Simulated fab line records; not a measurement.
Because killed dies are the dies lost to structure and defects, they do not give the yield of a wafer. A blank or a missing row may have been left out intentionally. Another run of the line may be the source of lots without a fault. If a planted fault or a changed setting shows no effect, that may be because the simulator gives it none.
A lot that was struck, set against a sound lot -- flow sky130 -- 18 out of 708 route steps
Sound: the wafers L285.2, L285.4, L285.6. Struck: wafers L291.4, L291.6. (L291.5 of the same lot was not struck and is left out.) The cause comes at the end.
At each step with rows: each side's tool, then ch and its chambers, then its first start. Under that, the readings that differ: sound wafers -- struck wafers -- difference of the means -- sigmas: that difference in standard deviations of wafers without a fault.
alike: a reading whose means differ by less than 2 such deviations, as well as words and numbers matching on both sides. not compared: withheld readings; readings where some wafer has no value; bounds like >300 that might hide an equal value; numbers whose values overlap and for which the record gives no deviation.
A row with sigmas, a row that says differs or no value, or rows on one side alone: a step with any of these is where the two part. Numbers that have no deviation but don't overlap get no sigmas and don't part them. A reading missing from all wafers of one side parts the sides only when that side holds two or more wafers.

first, 3 steps without rows for these wafers: SKY_VT_ADJUST_NCORE_EXPOSE_04 (exposes mask LVTN COMPLEMENT THIN, target cd 380 nm); SKY_VT_ADJUST_NCORE_PEB_05; SKY_VT_ADJUST_NCORE_DEVELOP_06 (develop time 60 s).
SKY_VT_ADJUST_NCORE_CD_MEAS_07 targets a cd of 380 nm.
  sound: cd_sem-02 at day 9 11:35; struck: cd_sem-01 at day 11 06:28
  alike: cd_nm
SKY_VT_ADJUST_NCORE_OVL_MEAS_08:
  sound: overlay-02 at day 9 11:41; struck: overlay-02 at day 11 06:32
  alike: VT_ADJUST_NCORE_OVL
next, for these wafers, 1 step has no rows: SKY_VT_ADJUST_NCORE_IMPLANT_09.
SKY_VT_ADJUST_NCORE_STRIP_10: strips in O2/N2.
  sound on plasma_asher-01 ch 0,1, day 9 11:52; struck on plasma_asher-04 ch 1, day 11 06:44
reading,sound,struck,difference,sigmas
oes_product_au (a.u.),0.711 0.713 0.712,0.719 0.723,+0.009,+2
  alike: drypump_motor_current_A, strip_time_to_endpoint_s
  not compared: rf_hours_counter_h
SKY_VT_ADJUST_NCORE_TW_MEAS_11:
  sound: film_metro-01 at day 9 11:59; struck: film_metro-02 at day 11 06:50
  alike: VT_ADJUST_NCORE_TW
then, 4 steps without rows for these wafers: SKY_VT_ADJUST_HVTR_DEHYDRATE_00 (time 60 s); SKY_VT_ADJUST_HVTR_HMDS_01 (prime time 60 s); SKY_VT_ADJUST_HVTR_COAT_02 (resist thk 1140 nm); SKY_VT_ADJUST_HVTR_SOFTBAKE_03 (time 60 s).
SKY_VT_ADJUST_HVTR_EXPOSE_04: exposes mask HVTRM, target cd 380 nm.
  sound on iline_stepper-01 ch 0, day 9 23:16; struck on iline_stepper-01 ch 0, day 11 17:53
  alike: mask
then, 2 steps without rows for these wafers: SKY_VT_ADJUST_HVTR_PEB_05; SKY_VT_ADJUST_HVTR_DEVELOP_06 (develop time 60 s).
SKY_VT_ADJUST_HVTR_CD_MEAS_07 targets a cd of 380 nm.
  sound: cd_sem-01 at day 10 10:57; struck: cd_sem-01 at day 12 06:08
reading,sound,struck,difference,sigmas
cd_nm (nm),383.3 383.0 378.1,359.2 360.3,-21.7,-10
SKY_VT_ADJUST_HVTR_OVL_MEAS_08:
  sound: overlay-02 at day 10 11:04; struck: overlay-02 at day 12 06:13
  alike: VT_ADJUST_HVTR_OVL
-- the record jumps here: 36 days lie between the struck wafers' starts before and after (it left off in module VT_ADJUST_HVTR and takes up again in module PAD_OPEN, whose first step shown is number 708 of the route) --
SKY_PAD_OPEN_PROBE_99:
  sound: prober-01 at day 46 15:05; struck: prober-01 at day 48 04:22
  alike: killed_at_M0_to_M3, killed_at_M4_up, killed_at_contacts, killed_at_front_end, killed_at_other, killed_dies, killed_open, killed_short

WHERE THEY PART
At SKY_VT_ADJUST_NCORE_STRIP_10 first; at SKY_VT_ADJUST_HVTR_CD_MEAS_07 last (within this record only). Later steps at which nothing parts them and some readings are alike: SKY_VT_ADJUST_HVTR_OVL_MEAS_08, SKY_PAD_OPEN_PROBE_99.

WHY: what had been put in by the simulator
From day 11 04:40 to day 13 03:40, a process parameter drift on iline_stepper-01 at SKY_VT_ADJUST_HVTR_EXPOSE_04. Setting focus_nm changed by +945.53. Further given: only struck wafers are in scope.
